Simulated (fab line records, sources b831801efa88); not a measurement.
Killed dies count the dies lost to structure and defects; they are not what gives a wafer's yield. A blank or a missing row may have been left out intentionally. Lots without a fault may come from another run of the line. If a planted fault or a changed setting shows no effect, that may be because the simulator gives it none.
Which tool was responsible? + flow gf180mcu + 20 wafers from 7 lots sampled at 2 of the route's 602 steps

WHAT EACH GAUGE READ, for each wafer
GF_SAB_THK_MEAS_01.
| lot  | measured     | on            | SAB_CVD_00_THK (nm) |
|------|--------------|---------------|---------------------|
| L305 | day 14 10:44 | film metro-01 | 49.8 49.6 49.7      |
| L307 | day 15 04:41 | film metro-01 | 49.7 50.8 49.9      |
| L310 | day 15 21:55 | film metro-03 | 50.1 50.4 50.2      |
| L313 | day 17 02:56 | film metro-03 | 48.8 49.7 49.7      |
| L321 | day 21 06:03 | film metro-03 | 49.8 50.5           |
| L326 | day 22 15:11 | film metro-01 | 50.4 50.5 50.4      |
| L325 | day 22 17:35 | film metro-01 | 51.0 51.0 50.8      |

WHAT TOOL EACH LOT RAN ON (gives the tool, then ch and the chambers of the sampled wafers, and finally the start)
| lot  | GF_HV_LDD_RTA_52                 |
|------|----------------------------------|
| L305 | rtp anneal-01 ch 0, day 12 13:27 |
| L307 | rtp anneal-01 ch 0, day 13 08:28 |
| L310 | rtp anneal-01 ch 0, day 14 01:19 |
| L313 | rtp anneal-02 ch 0, day 15 03:25 |
| L321 | rtp anneal-01 ch 0, day 19 02:57 |
| L326 | rtp anneal-01 ch 0, day 20 12:30 |
| L325 | rtp anneal-01 ch 0, day 20 14:00 |
- GF_HV_LDD_RTA_52: time 10 s.

THE ANSWER, worked out from the rows above alone
Rule: the lots themselves supply what counts as usual. Put in order of their means at a reading, lots are off if they are a third of the lots or fewer, leave a main group of 4 or more, and stand apart from it by a gap of 3 or more times the standard deviation of the main group's means; of several such gaps the widest counts. Not used: any main group whose means are identical at the precision the tables above print for the reading. A lot without any number at a reading at which 4 lots or more have one is off too. The other lots that the step has rows for count as sound.
No lot is off at any reading shown: from this, nothing can be told.

WHAT THE SIMULATOR HAD INSERTED
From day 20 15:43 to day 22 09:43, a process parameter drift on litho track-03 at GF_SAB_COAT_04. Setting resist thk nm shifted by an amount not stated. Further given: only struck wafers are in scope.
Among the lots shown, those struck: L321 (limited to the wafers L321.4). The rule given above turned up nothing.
